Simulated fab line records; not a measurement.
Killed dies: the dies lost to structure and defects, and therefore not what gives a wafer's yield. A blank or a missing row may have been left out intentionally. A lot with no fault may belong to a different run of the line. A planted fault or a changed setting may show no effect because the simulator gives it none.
Which tool is to blame? | flow gf180mcu | Sampling: 13 lots, 39 wafers, 3 of 602 route steps

WHAT EACH GAUGE READ, for each wafer
GF_V5_THK_MEAS_25: measures by xrf. Usual: V5_W_THK 379 nm, standard deviation 8.3.
lot  | measured     | on            | V5_W_THK (nm) | flag
L547 | day 27 06:34 | film-metro-03 | 380 376 381   |
L548 | day 27 23:44 | film-metro-01 | 373 378 372   |
L549 | day 27 23:07 | film-metro-03 | 383 373 378   |
L550 | day 28 02:20 | film-metro-01 | 379 372 382   |
L552 | day 28 21:30 | film-metro-03 | 374 371 367   |
L554 | day 29 12:18 | film-metro-02 | 359 371 370   |
L555 | day 29 17:24 | film-metro-01 | 400 384 396   |
L556 | day 30 07:31 | film-metro-02 | 376 370 372   |
L557 | day 30 08:44 | film-metro-03 | 376 375 387   |
L558 | day 30 20:15 | film-metro-03 | 367 360 373   |
L564 | day 32 07:37 | film-metro-02 | 380 380 375   |
L565 | day 32 09:14 | film-metro-02 | 385 380 392   |
L569 | day 33 11:48 | film-metro-01 | 385 381 381   |

GF_TOP_METAL_THK_MEAS_06: measures by xrf. Usual: TOP_METAL_ALCU_THK 917 nm, standard deviation 11.
lot  | measured     | on            | TOP_METAL_ALCU_THK (nm) | flag
L547 | day 27 07:23 | film-metro-04 | 913 906 903             |
L548 | day 28 00:26 | film-metro-04 | 930 927 938             |
L549 | day 27 23:49 | film-metro-04 | 895 908 911             |
L550 | day 28 03:02 | film-metro-03 | 904 915 904             |
L552 | day 28 22:12 | film-metro-04 | 929 912 927             |
L554 | day 29 13:00 | film-metro-04 | 918 917 927             |
L555 | day 29 18:06 | film-metro-04 | 926 919 914             |
L556 | day 30 08:13 | film-metro-03 | 903 899 909             |
L557 | day 30 09:26 | film-metro-03 | 911 911 930             |
L558 | day 30 20:57 | film-metro-02 | 909 912 907             |
L564 | day 32 08:20 | film-metro-02 | 923 926 928             |
L565 | day 32 09:56 | film-metro-04 | 906 921 905             |
L569 | day 33 12:33 | film-metro-03 | 942 931 927             |

EACH LOT AND THE TOOL THAT RAN IT (in order: tool; ch and the chambers of the sampled wafers; start)
lot  | GF_NWELL_STRIP_10
L547 | plasma-asher-01 ch 0,1, day 3 06:15
L548 | plasma-asher-03 ch 0,1, day 3 13:31
L549 | plasma-asher-01 ch 0,1, day 3 17:54
L550 | plasma-asher-03 ch 0,1, day 3 23:50
L552 | plasma-asher-01 ch 0,1, day 4 10:14
L554 | plasma-asher-04 ch 0, day 4 21:28
L555 | plasma-asher-04 ch 0,1, day 5 03:02
L556 | plasma-asher-01 ch 0,1, day 5 08:59
L557 | plasma-asher-03 ch 0,1, day 5 13:20
L558 | plasma-asher-03 ch 0,1, day 5 19:41
L564 | plasma-asher-04 ch 0,1, day 7 07:30
L565 | plasma-asher-04 ch 1, day 7 08:54
L569 | plasma-asher-03 ch 1, day 8 10:53
- GF_NWELL_STRIP_10: strips in O2/N2.

WHAT THE TOOLS THEMSELVES READ (means of the sampled wafers that have a number; where no wafer has one, the mark that the record gives instead)
GF_NWELL_STRIP_10. Usual: drypump-motor-current-A 5.69 A, standard deviation 0.14; heater-power-w 313 W, standard deviation 37; oes-product-au 0.722 a.u., standard deviation 0.0049; strip-time-to-endpoint-s 36.94 s, standard deviation 0.12.
lot  | tool            | drypump-motor-current-A (A) | heater-power-w (W) | oes-product-au (a.u.) | strip-time-to-endpoint-s (s) | flag
L547 | plasma-asher-01 | 5.82                        | 314                | 0.723                 | 36.89                        |
L548 | plasma-asher-03 | 5.74                        | 304                | 0.721                 | 36.85                        |
L549 | plasma-asher-01 | 5.78                        | 304                | 0.720                 | 37.01                        |
L550 | plasma-asher-03 | 5.74                        | 333                | 0.722                 | 36.74                        |
L552 | plasma-asher-01 | 5.78                        | 306                | 0.725                 | 37.03                        |
L554 | plasma-asher-04 | 5.43                        | 264                | 0.721                 | 37.00                        |
L555 | plasma-asher-04 | 5.51                        | 319                | 0.715                 | 36.79                        |
L556 | plasma-asher-01 | 5.83                        | 316                | 0.720                 | 36.99                        |
L557 | plasma-asher-03 | 5.74                        | 306                | 0.723                 | 37.10                        |
L558 | plasma-asher-03 | 5.73                        | 300                | 0.724                 | 36.89                        |
L564 | plasma-asher-04 | 5.48                        | 298                | 0.729                 | 37.06                        |
L565 | plasma-asher-04 | 5.56                        | 352                | 0.725                 | 36.91                        |
L569 | plasma-asher-03 | 5.71                        | 272                | 0.722                 | 36.95                        |

THE ANSWER, worked out from the rows above alone
Rule: a lot is off if the mean of its wafers that have a number lies more than 3 standard deviations from the usual mean. Also off: a lot with no number at a reading for which 4 or more lots have one. Where the step has rows for the other lots, those lots are counted as sound. The gauges are gone through in route order, then the tools' own readings, and for those a lot's mean is taken as printed above. At the first step where some lot is off, the reading lying furthest off is the one used; lots without a number count as furthest.
Nothing can be told from this: no lot is off at any reading shown.

WHAT HAD BEEN PUT IN BY THE SIMULATOR
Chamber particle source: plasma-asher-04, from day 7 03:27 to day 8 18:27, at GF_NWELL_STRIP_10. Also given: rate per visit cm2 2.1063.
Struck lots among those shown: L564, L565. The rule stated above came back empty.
